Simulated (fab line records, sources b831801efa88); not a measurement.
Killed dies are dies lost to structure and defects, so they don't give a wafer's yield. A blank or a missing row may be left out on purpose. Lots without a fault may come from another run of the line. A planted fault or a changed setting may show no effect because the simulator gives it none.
fab line records | flow sky130
record lots=24 wafers=72 last_day=50
route steps=708 shown METAL1@434 VIA1@473 METAL4@633 VIA4@641 METAL5@675
lots that met no fault: from a run of the same line without faults
start_h: hours from the record's first day to the start of the lot's first wafer shown | wait_h: hours since the lot's step before | " the same as in the row above | L1.1+2: a row that stands for several wafers | - no value, or no start given | * or withheld: withheld | < > ~ a bound
route shown NAME@n: a module of which the file shows steps, and the number in the route of the first | usual: mean/standard deviation of fault-free wafers | same: alike in all rows | chamber/n: place in a boat | sites: the reading at each site | _std_site: their standard deviation | _edge_site: outer sites' mean less inner sites' | radius_mm: how far each site lies from the wafer's centre | mask NAME#n: copy n | behind: the tool/chamber that last shaped the wafer | hold: why the lot was held/for how many hours/how that ended | device: the transistor (n, p or np) that didn't switch | end of line: the same wafers' tests at the end of the route | a step without rows: its recipe alone | killed: dies lost to structure and defects at the first sort, not the wafer's yield | map: a wafer's dies, x killed, . not, _ none there
set.NAME: the setting as run; set.NAME@STEP: as run at that earlier step | model.NAME: the simulator's own value behind a step, which no gauge read
steps of the route over a sample of lots; a table a step, a row a wafer
services: from which hour (start_h, from the record's first day; less than 0 if before it) a tool's chamber was out of use, for how many hours, and why
## steps
# step SKY_METAL1_SPUTTER_00
# recipe material=Ti target_thk_nm=15 power_w=3000 time_s=10 chamber_pressure_pa=0.4
# usual throttle_valve_pct=30.7/1.1
# same time_s=10
# columns lot.wafer tool chamber start_h wait_h throttle_valve_pct
L074.1 pvd_sputter-04 - 739.95 0.2 30.9
L074.5 " - " " 30.6
L074.6 " - " " 29.0
L075.3 pvd_sputter-02 - 746.55 0.1 29.7
L075.4 " - " " 32.1
L075.5 " - " " 31.1
L076.2 pvd_sputter-02 - 753.78 0.2 31.5
L076.5 " - " " 30.1
L076.6 " - " " 29.8
L077.1 pvd_sputter-04 - 758.68 0.1 30.1
L077.2 " - " " 29.4
L077.4 " - " " 31.3
L078.1 pvd_sputter-02 - 770.49 0.1 32.2
L078.2 " - " " 31.5
L078.4 " - " " 30.2
L079.1 pvd_sputter-04 - 776.28 0.2 31.2
L079.4 " - " " 30.7
L079.5 " - " " 30.8
L080.1 pvd_sputter-03 - 784.63 0.2 29.8
L080.2 " - " " 33.3
L080.5 " - " " 31.1
L081.2 pvd_sputter-03 - 796.34 0.1 29.7
L081.3 " - " " 29.4
L081.5 " - " " 33.2
L082.1 pvd_sputter-04 - 804.83 0.2 30.4
L082.2 " - " " 31.1
L082.4 " - " " 29.2
L083.1 pvd_sputter-03 - 816.41 0.2 31.0
L083.4 " - " " 29.7
L083.6 " - " " 29.5
L084.4 pvd_sputter-04 - 817.36 0.1 31.5
L084.5 " - " " 30.3
L084.6 " - " " 29.2
L085.1 pvd_sputter-02 - 825.52 0.1 30.1
L085.2 " - " " 31.4
L085.6 " - " " 30.3
L086.2 pvd_sputter-04 - 829.25 0.2 30.8
L086.4 " - " " 29.2
L086.5 " - " " 29.1
L087.1 pvd_sputter-04 - 834.69 0.2 29.3
L087.3 " - " " 30.2
L087.4 " - " " 30.7
L088.1 pvd_sputter-02 - 852.25 0.2 30.0
L088.2 " - " " 29.7
L088.3 " - " " 31.4
L089.3 pvd_sputter-03 - 863.49 0.2 33.1
L089.5 " - " " 31.1
L089.6 " - " " 32.8
L090.3 pvd_sputter-02 - 864.18 0.2 32.2
L090.5 " - " " 29.5
L090.6 " - " " 30.0
L091.1 pvd_sputter-03 - 872.06 0.2 30.8
L091.3 " - " " 29.6
L091.6 " - " " 33.0
L092.3 pvd_sputter-03 - 878.93 0.1 29.7
L092.5 " - " " 29.7
L092.6 " - " " 31.1
L093.1 pvd_sputter-02 - 882.14 0.2 32.4
L093.3 " - " " 31.3
L093.4 " - " " 30.2
L094.1 pvd_sputter-03 - 892.38 0.1 32.9
L094.3 " - " " 31.2
L094.6 " - " " 33.0
L095.1 pvd_sputter-04 - 893.54 0.2 30.6
L095.4 " - " " 30.3
L095.5 " - " " 31.0
L096.2 pvd_sputter-03 - 900.83 0.2 29.6
L096.3 " - " " 29.7
L096.6 " - " " 30.0
L097.3 pvd_sputter-02 - 902.99 0.1 32.1
L097.4 " - " " 31.6
L097.6 " - " " 30.1
# step SKY_METAL1_OVL_MEAS_16
# usual METAL1_OVL=0/6.4
# columns lot.wafer tool chamber start_h wait_h METAL1_OVL[nm]
L074.1 overlay-01 - 767.28 0.1 -5
L074.5 " - " " -2
L074.6 " - " " 1
L075.3 overlay-01 - 774.23 0.1 -2
L075.4 " - " " -5
L075.5 " - " " -4
L076.2 overlay-02 - 780.52 0.1 7
L076.5 " - " " 3
L076.6 " - " " 14
L077.1 overlay-01 - 785.88 0.1 -6
L077.2 " - " " 2
L077.4 " - " " 0
L078.1 overlay-01 - 796.68 0.1 -12
L078.2 " - " " -11
L078.4 " - " " -4
L079.1 overlay-01 - 803.73 0.1 -3
L079.4 " - " " 7
L079.5 " - " " -3
L080.1 overlay-02 - 811.83 0.1 0
L080.2 " - " " 5
L080.5 " - " " -1
L081.2 overlay-02 - 822.71 0.1 -2
L081.3 " - " " -7
L081.5 " - " " 1
L082.1 overlay-01 - 831.73 0.1 -11
L082.2 " - " " -3
L082.4 " - " " -1
L083.1 overlay-01 - 842.98 0.1 5
L083.4 " - " " -1
L083.6 " - " " 2
L084.4 overlay-02 - 843.52 0.1 -5
L084.5 " - " " 2
L084.6 " - " " 1
L085.1 overlay-01 - 851.20 0.1 -1
L085.2 " - " " -7
L085.6 " - " " -1
L086.2 overlay-02 - 855.56 0.1 6
L086.4 " - " " 0
L086.5 " - " " 7
L087.1 overlay-02 - 860.36 0.1 7
L087.3 " - " " 2
L087.4 " - " " 1
L088.1 overlay-01 - 878.98 0.1 16
L088.2 " - " " 13
L088.3 " - " " 15
L089.3 overlay-01 - 890.68 0.1 -5
L089.5 " - " " -9
L089.6 " - " " -1
L090.3 overlay-01 - 891.01 0.1 -5
L090.5 " - " " -4
L090.6 " - " " -4
L091.1 overlay-02 - 897.58 0.1 12
L091.3 " - " " 2
L091.6 " - " " 5
L092.3 overlay-02 - 903.71 0.1 6
L092.5 " - " " 6
L092.6 " - " " 3
L093.1 overlay-02 - 907.35 0.1 -9
L093.3 " - " " 0
L093.4 " - " " -10
L094.1 overlay-01 - 917.84 0.1 -12
L094.3 " - " " -12
L094.6 " - " " -8
L095.1 overlay-02 - 918.90 0.1 -7
L095.4 " - " " -2
L095.5 " - " " -6
L096.2 overlay-01 - 926.09 0.1 2
L096.3 " - " " -4
L096.6 " - " " -1
L097.3 overlay-02 - 928.29 0.1 -6
L097.4 " - " " 6
L097.6 " - " " 0
# step SKY_VIA1_ETCH_15
# recipe target=SiO2 chemistry=C4F8/O2/Ar target_depth_nm=351 stop_on=TiN mask_material=KrF-thick source_w=1500 bias_w=1200 pressure_mtorr=40 c4f8_flow_sccm=withheld O2_flow_sccm=6 Ar_flow_sccm=300 time_s=54
# usual chamber_pressure_mTorr=40.00/0.039 oes_product_au=0.982/0.0054
# same time_s=54
# columns lot.wafer tool chamber start_h wait_h chamber_pressure_mTorr oes_product_au rf_hours_counter_h
L074.1 rie_diel-03 3 795.65 0.0 39.99 0.981 19
L074.5 " 2 " " 40.04 0.980 -
L074.6 " 3 " " 40.02 0.980 -
L075.3 rie_diel-03 2 802.39 0.0 40.03 0.979 18
L075.4 " 1 " " 39.97 0.985 23
L075.5 " 2 " " 40.04 0.987 -
L076.2 rie_diel-03 3 808.94 0.0 39.97 0.973 20
L076.5 " 3 " " 39.93 0.980 -
L076.6 " 2 " " 40.05 0.979 -
L077.1 rie_diel-03 2 814.14 0.0 39.99 0.983 18
L077.2 " 3 " " 39.92 0.972 20
L077.4 " 1 " " 40.02 0.980 23
L078.1 rie_diel-03 3 825.09 0.0 39.96 0.982 20
L078.2 " 0 " " 40.04 0.983 26
L078.4 " 2 " " 39.99 0.983 18
L079.1 rie_diel-03 1 831.59 0.0 40.02 0.987 24
L079.4 " 2 " " 39.98 0.985 19
L079.5 " 2 " " 40.02 0.986 -
L080.1 rie_diel-03 3 839.23 0.0 40.02 0.986 21
L080.2 " 0 " " 39.97 0.987 26
L080.5 " 2 " " 39.99 0.988 -
L081.2 rie_diel-04 2 850.60 0.0 39.94 0.984 9
L081.3 " 1 " " 40.02 0.988 5
L081.5 " 1 " " 39.89 0.979 -
L082.1 rie_diel-02 1 859.05 0.0 40.00 0.989 3
L082.2 " 3 " " 39.99 0.983 8
L082.4 " 0 " " 40.03 0.980 -
L083.1 rie_diel-04 2 871.33 0.0 40.01 0.988 10
L083.4 " 0 " " 39.99 0.977 15
L083.6 " 2 " " 40.05 0.982 -
L084.4 rie_diel-02 1 871.72 0.0 39.95 0.979 4
L084.5 " 3 " " 40.00 0.986 -
L084.6 " 2 " " 39.98 0.990 -
L085.1 rie_diel-04 1 878.83 0.0 40.04 0.985 5
L085.2 " 3 " " 39.97 0.988 12
L085.6 " 3 " " 40.02 0.991 -
L086.2 rie_diel-03 1 882.78 0.0 40.08 0.982 26
L086.4 " 2 " " 40.02 0.984 20
L086.5 " 2 " " 39.97 0.981 -
L087.1 rie_diel-03 3 888.35 0.0 39.98 0.989 22
L087.3 " 1 " " 40.05 0.992 26
L087.4 " 2 " " 40.01 0.987 21
L088.1 rie_diel-03 1 906.65 0.0 39.95 0.976 27
L088.2 " 2 " " 39.97 0.977 21
L088.3 " 3 " " 40.03 0.985 23
L089.3 rie_diel-02 2 917.22 0.0 39.97 0.985 2
L089.5 " 3 " " 40.00 0.979 -
L089.6 " 0 " " 40.00 0.982 -
L090.3 rie_diel-03 2 917.79 0.0 39.97 0.990 22
L090.5 " 0 " " 40.05 0.984 -
L090.6 " 3 " " 40.06 0.987 -
L091.1 rie_diel-04 2 923.95 0.0 39.96 0.979 11
L091.3 " 0 " " 40.04 0.978 16
L091.6 " 2 " " 39.97 0.979 -
L092.3 rie_diel-02 1 929.75 0.0 39.98 0.974 5
L092.5 " 1 " " 39.97 0.977 -
L092.6 " 2 " " 40.01 0.988 -
L093.1 rie_diel-03 2 934.35 0.0 40.06 0.985 22
L093.3 " 1 " " 40.05 0.990 27
L093.4 " 1 " " 40.03 0.980 -
L094.1 rie_diel-03 2 943.60 0.0 39.99 0.988 22
L094.3 " 3 " " 40.01 0.980 24
L094.6 " 3 " " 40.02 0.982 -
L095.1 rie_diel-04 1 944.70 0.0 39.93 0.976 7
L095.4 " 2 " " 39.99 0.990 12
L095.5 " 0 " " 39.97 0.973 -
L096.2 rie_diel-03 2 952.40 0.0 40.00 0.982 23
L096.3 " 1 " " 39.90 0.980 28
L096.6 " 2 " " 40.00 0.982 -
L097.3 rie_diel-02 2 954.93 0.0 39.96 0.981 3
L097.4 " 1 " " 39.93 0.975 6
L097.6 " 3 " " 40.00 0.974 -
# step SKY_METAL4_ETCH_17
# recipe target=SiO2 stop_on=TiN chemistry=C4F8/O2/Ar source_w=1500 bias_w=1200 pressure_mtorr=40 c4f8_flow_sccm=withheld O2_flow_sccm=6 Ar_flow_sccm=300 time_s=3.9 target_depth_a=150
# usual chamber_pressure_mTorr=40.00/0.035 oes_product_au=0.754/0.007
# same time_s=3.9
# columns lot.wafer tool chamber start_h wait_h chamber_pressure_mTorr oes_product_au rf_hours_counter_h
L074.1 rie_diel-04 0 982.07 0.1 39.97 0.755 17
L074.5 " 0 " " 40.03 0.753 -
L074.6 " 3 " " 39.99 0.758 -
L075.3 rie_diel-04 0 987.28 0.0 40.01 0.747 17
L075.4 " 2 " " 39.97 0.756 13
L075.5 " 2 " " 39.91 0.750 -
L076.2 rie_diel-02 1 996.05 0.1 40.03 0.757 7
L076.5 " 0 " " 39.98 0.771 -
L076.6 " 1 " " 40.01 0.753 -
L077.1 rie_diel-02 1 999.37 0.1 39.98 0.748 8
L077.2 " 2 " " 40.02 0.741 4
L077.4 " 3 " " 40.06 0.755 13
L078.1 rie_diel-03 0 1008.85 0.1 39.96 0.764 2
L078.2 " 2 " " 40.00 0.746 25
L078.4 " 2 " " 39.97 0.760 -
L079.1 rie_diel-03 0 1014.47 0.1 39.98 0.751 2
L079.4 " 0 " " 40.00 0.749 -
L079.5 " 0 " " 40.02 0.762 -
L080.1 rie_diel-03 0 1019.88 0.1 39.94 0.744 3
L080.2 " 2 " " 40.02 0.758 25
L080.5 " 1 " " 39.95 0.756 -
L081.2 rie_diel-04 1 1028.65 0.1 40.06 0.750 9
L081.3 " 2 " " 40.06 0.756 14
L081.5 " 1 " " 39.94 0.752 -
L082.1 rie_diel-03 0 1037.22 0.1 40.04 0.752 3
L082.2 " 1 " " 40.02 0.749 1
L082.4 " 3 " " 39.99 0.763 27
L083.1 rie_diel-04 3 1051.02 0.1 40.01 0.749 16
L083.4 " 1 " " 40.04 0.752 -
L083.6 " 0 " " 40.02 0.765 -
L084.4 rie_diel-04 0 1051.73 0.0 39.97 0.762 -
L084.5 " 3 " " 39.99 0.760 -
L084.6 " 1 " " 39.98 0.746 -
L085.1 rie_diel-02 3 1057.10 0.1 39.97 0.752 15
L085.2 " 0 " " 40.01 0.748 19
L085.6 " 2 " " 40.02 0.762 -
L086.2 rie_diel-02 0 1059.27 0.1 40.00 0.755 19
L086.4 " 3 " " 40.01 0.758 15
L086.5 " 1 " " 39.95 0.763 -
L087.1 rie_diel-04 1 1063.68 0.1 39.96 0.754 10
L087.3 " 3 " " 39.97 0.753 16
L087.4 " 2 " " 40.06 0.760 15
L088.1 rie_diel-04 2 1077.15 0.1 39.96 0.747 16
L088.2 " 1 " " 39.97 0.766 11
L088.3 " 0 " " 39.99 0.740 20
L089.3 rie_diel-03 1 1087.01 0.0 40.00 0.747 3
L089.5 " 2 " " 39.97 0.759 -
L089.6 " 1 " " 40.00 0.757 -
L090.3 rie_diel-04 0 1088.13 0.0 39.98 0.748 20
L090.5 " 0 " " 39.98 0.741 -
L090.6 " 3 " " 39.97 0.756 -
L091.1 rie_diel-03 0 1091.90 0.1 40.02 0.750 5
L091.3 " 1 " " 39.99 0.751 3
L091.6 " 3 " " 40.02 0.757 -
L092.3 rie_diel-02 0 1098.08 0.0 40.04 0.745 20
L092.5 " 1 " " 40.05 0.760 -
L092.6 " 0 " " 39.93 0.757 -
L093.1 rie_diel-04 3 1102.33 0.1 39.92 0.762 17
L093.3 " 0 " " 39.93 0.749 21
L093.4 " 0 " " 40.01 0.764 -
L094.1 rie_diel-03 2 1110.03 0.1 39.95 0.741 28
L094.3 " 3 " " 39.95 0.746 29
L094.6 " 2 " " 40.00 0.755 -
L095.1 rie_diel-02 2 1111.92 0.1 40.07 0.761 8
L095.4 " 3 " " 39.99 0.759 17
L095.5 " 1 " " 39.95 0.752 -
L096.2 rie_diel-04 0 1117.48 0.1 40.01 0.753 21
L096.3 " 2 " " 40.01 0.760 17
L096.6 " 2 " " 40.06 0.763 -
L097.3 rie_diel-04 0 1118.52 0.0 39.99 0.748 21
L097.4 " 0 " " 39.99 0.759 -
L097.6 " 3 " " 40.01 0.764 -
# step SKY_VIA4_CMP_02
# recipe material=SiO2 down_force_psi=4 platen_rpm=60 pad_velocity_m_s=0.94248
# usual motor_current_A=11.8/1.2 retaining_ring_pressure_frac=1.000/0.0055
# columns lot.wafer tool chamber start_h wait_h motor_current_A retaining_ring_pressure_frac
L074.1 cmp-01 3 983.34 0.2 10.3 1.011
L074.5 " 0 " " 11.3 0.990
L074.6 " 1 " " 11.6 1.011
L075.3 cmp-01 1 988.70 0.1 12.6 1.000
L075.4 " 3 " " 10.6 0.992
L075.5 " 0 " " 11.9 0.998
L076.2 cmp-02 0 997.34 0.1 10.7 0.997
L076.6 " 2 " " 11.6 1.000
L076.5 " 3 " " 14.1 1.008
L077.1 cmp-02 0 1000.91 0.1 11.1 1.010
L077.4 " 2 " " 11.8 1.002
L077.2 " 3 " " 13.6 0.993
L078.4 cmp-02 2 1010.29 0.0 11.7 0.993
L078.2 " 0 " " 10.3 0.998
L078.1 " 1 " " 12.7 0.999
L079.4 cmp-01 3 1015.65 0.0 11.0 1.006
L079.1 " 0 " " 11.1 1.002
L079.5 " 3 " " 11.2 1.004
L080.1 cmp-02 3 1021.40 0.1 13.9 1.005
L080.2 " 2 " " 11.6 0.989
L080.5 " 0 " " 11.1 0.997
L081.2 cmp-02 0 1029.78 0.1 11.1 0.994
L081.3 " 2 " " 11.5 1.003
L081.5 " 3 " " 13.7 1.007
L082.2 cmp-01 1 1038.74 0.0 12.2 1.001
L082.4 " 2 " " 11.3 1.007
L082.1 " 0 " " 11.2 1.000
L083.1 cmp-01 2 1052.05 0.1 11.1 0.994
L083.4 " 0 " " 11.9 0.994
L083.6 " 3 " " 10.9 1.002
L084.4 cmp-01 3 1052.80 0.1 10.7 0.993
L084.5 " 2 " " 11.3 1.005
L084.6 " 3 " " 10.8 0.994
L085.2 cmp-01 1 1058.27 0.1 12.8 0.992
L085.1 " 3 " " 10.6 0.994
L085.6 " 1 " " 12.7 0.997
L086.4 cmp-02 2 1060.45 0.1 11.5 1.000
L086.2 " 3 " " 13.4 1.005
L086.5 " 0 " " 10.2 1.008
L087.3 cmp-01 0 1064.83 0.0 11.3 1.001
L087.4 " 1 " " 12.7 1.012
L087.1 " 3 " " 10.0 1.004
L088.2 cmp-01 1 1078.53 0.0 12.3 1.008
L088.3 " 2 " " 10.6 0.998
L088.1 " 0 " " 11.5 1.003
L089.3 cmp-01 1 1088.56 0.5 12.4 1.002
L089.6 " 0 " " 12.2 1.002
L089.5 " 1 " " 11.5 1.002
L090.3 cmp-01 3 1089.71 0.5 10.5 0.999
L090.6 " 3 " " 10.9 0.995
L090.5 " 0 " " 11.8 0.998
L091.1 cmp-02 2 1093.36 0.1 11.6 1.006
L091.3 " 0 " " 11.0 0.999
L091.6 " 2 " " 11.5 1.013
L092.3 cmp-01 3 1099.25 0.1 10.9 0.992
L092.5 " 2 " " 10.6 0.999
L092.6 " 3 " " 11.3 0.995
L093.1 cmp-01 1 1103.36 0.1 12.2 0.995
L093.3 " 2 " " 10.8 0.994
L093.4 " 0 " " 11.4 1.003
L094.1 cmp-01 1 1111.06 0.1 12.2 1.000
L094.3 " 0 " " 12.2 1.002
L094.6 " 1 " " 11.8 1.000
L095.1 cmp-01 1 1113.93 0.9 12.2 1.003
L095.4 " 3 " " 10.2 0.993
L095.5 " 1 " " 12.4 1.001
L096.3 cmp-02 1 1118.98 0.0 13.1 0.998
L096.2 " 3 " " 15.3 0.995
L096.6 " 2 " " 11.7 1.002
L097.4 cmp-02 2 1120.08 0.1 11.0 0.995
L097.3 " 3 " " 15.1 1.007
L097.6 " 2 " " 11.5 1.000
# step SKY_METAL5_DESCUM_14
# recipe chemistry=O2 source_power_w=150 bias_power_w=0 pressure_mtorr=10 temp_c=40 time_s=11
# usual chamber_pressure_mTorr=10.000/0.01 drypump_motor_current_A=5.8/0.62 oes_product_au=1.005/0.009
# same time_s=11
# columns lot.wafer tool chamber start_h wait_h chamber_pressure_mTorr drypump_motor_current_A oes_product_au rf_hours_counter_h
L074.1 rie_metal-02 1 1031.08 0.1 10.001 5.3 1.013 9
L074.5 " 0 " " 10.006 6.7 0.991 -
L074.6 " 1 " " 10.007 5.3 1.003 -
L075.3 rie_metal-02 1 1034.97 0.1 9.976 5.3 1.005 -
L075.4 " 0 " " 10.003 6.7 1.004 -
L075.5 " 1 " " 9.995 5.3 0.999 -
L076.2 rie_metal-02 0 1043.98 0.1 9.999 6.7 1.010 5
L076.5 " 1 " " 10.006 5.3 1.009 -
L076.6 " 0 " " 10.019 6.7 1.007 -
L077.1 rie_metal-03 0 1047.81 0.1 9.993 6.1 1.010 10
L077.2 " 1 " " 9.999 5.4 1.003 7
L077.4 " 1 " " 10.021 5.4 0.995 -
L078.1 rie_metal-03 0 1057.55 0.1 10.008 6.1 1.007 11
L078.2 " 1 " " 10.000 5.4 1.006 8
L078.4 " 1 " " 9.996 5.4 1.007 -
L079.1 rie_metal-03 0 1062.13 0.1 10.019 6.1 0.990 11
L079.4 " 0 " " 9.988 6.1 0.998 -
L079.5 " 0 " " 10.006 6.1 1.005 -
L080.1 rie_metal-02 1 1067.53 0.1 10.001 5.3 1.016 11
L080.2 " 0 " " 10.002 6.7 1.013 7
L080.5 " 0 " " 10.003 6.7 1.021 -
L081.2 rie_metal-03 0 1075.13 0.1 10.019 6.1 1.007 12
L081.3 " 0 " " 9.997 6.1 1.006 -
L081.5 " 0 " " 9.999 6.1 1.002 -
L082.1 rie_metal-02 0 1082.95 0.1 9.994 6.7 1.007 8
L082.2 " 1 " " 9.988 5.3 0.999 12
L082.4 " 1 " " 10.012 5.3 1.011 -
L083.1 rie_metal-04 0 1094.76 0.1 9.995 5.4 0.988 9
L083.4 " 1 " " 9.994 5.1 1.001 -
L083.6 " 0 " " 9.990 5.4 0.991 -
L084.4 rie_metal-02 1 1096.27 0.1 10.000 5.3 1.013 -
L084.5 " 1 " " 10.001 5.3 1.012 -
L084.6 " 0 " " 10.004 6.7 1.004 -
L085.1 rie_metal-04 0 1101.45 0.1 10.008 5.4 1.001 10
L085.2 " 1 " " 9.986 5.1 1.002 20
L085.6 " 1 " " 10.001 5.1 0.994 -
L086.2 rie_metal-03 0 1104.40 0.1 9.992 6.1 0.996 15
L086.4 " 1 " " 9.998 5.5 1.005 -
L086.5 " 0 " " 9.999 6.1 1.010 -
L087.1 rie_metal-04 0 1107.51 0.1 10.012 5.4 1.001 10
L087.3 " 0 " " 9.979 5.4 1.008 -
L087.4 " 1 " " 10.003 5.1 1.010 -
L088.1 rie_metal-02 0 1119.91 0.1 10.018 6.7 0.998 10
L088.2 " 1 " " 9.986 5.3 1.009 15
L088.3 " 1 " " 10.019 5.3 1.001 -
L089.3 rie_metal-02 1 1129.78 0.1 10.003 5.3 1.018 -
L089.5 " 1 " " 9.995 5.3 1.014 -
L089.6 " 0 " " 9.995 6.7 1.008 -
L090.3 rie_metal-02 0 1131.03 0.1 9.999 6.7 1.018 -
L090.5 " 0 " " 9.983 6.7 1.007 -
L090.6 " 1 " " 10.017 5.3 1.019 -
L091.1 rie_metal-02 0 1134.55 0.1 10.013 6.7 1.017 12
L091.3 " 0 " " 10.006 6.7 1.026 -
L091.6 " 0 " " 9.996 6.7 1.015 -
L092.3 rie_metal-04 0 1140.32 0.1 10.001 5.4 0.990 -
L092.5 " 0 " " 10.006 5.4 1.000 -
L092.6 " 1 " " 9.989 5.1 1.000 -
L093.1 rie_metal-04 1 1141.60 0.1 10.011 5.1 1.000 22
L093.3 " 0 " " 10.000 5.4 0.998 -
L093.4 " 1 " " 9.992 5.1 0.989 -
L094.1 rie_metal-04 0 1150.16 0.1 9.984 5.4 0.999 13
L094.3 " 0 " " 10.000 5.4 0.984 -
L094.6 " 1 " " 9.998 5.1 1.002 -
L095.1 rie_metal-03 0 1152.66 0.1 10.001 6.1 1.011 18
L095.4 " 0 " " 10.000 6.1 0.997 -
L095.5 " 0 " " 10.003 6.1 1.005 -
L096.2 rie_metal-02 1 1157.41 0.1 9.981 5.3 1.019 19
L096.3 " 0 " " 9.988 6.7 1.012 -
L096.6 " 1 " " 9.982 5.3 1.018 -
L097.3 rie_metal-02 1 1158.82 0.1 10.020 5.3 1.019 -
L097.4 " 0 " " 10.005 6.7 1.013 -
L097.6 " 1 " " 10.009 5.3 1.020 -
## services
# columns tool chamber start_h hours kind
cmp-01 - 751.93 1.5 repair
rie_diel-04 0 809.73 7.5 repair
rie_diel-04 1 855.31 9.0 repair
rie_diel-04 0 876.94 11.7 repair
cmp-01 - 909.97 4.5 pm
cmp-01 - 914.47 4.0 pm
cmp-01 - 921.49 1.1 repair
rie_diel-03 3 934.45 3.5 repair
cmp-01 - 966.32 6.6 pm
rie_diel-03 - 978.99 2.0 repair
rie_diel-03 - 984.03 2.1 repair
rie_diel-03 3 1002.94 18.6 repair
rie_diel-04 - 1006.33 10.0 pm
rie_diel-03 2 1013.79 1.8 repair
rie_diel-04 3 1017.24 15.6 repair
rie_diel-03 2 1025.93 4.0 repair
rie_diel-03 0 1037.84 11.7 repair
rie_diel-04 3 1041.73 5.6 repair
rie_diel-04 2 1050.55 2.8 repair
rie_diel-04 1 1085.20 8.5 repair
rie_diel-04 1 1101.61 41.0 repair
rie_diel-04 0 1129.67 10.6 repair
rie_diel-03 - 1137.45 15.6 pm
rie_diel-03 - 1153.05 14.6 pm
## key
fault none
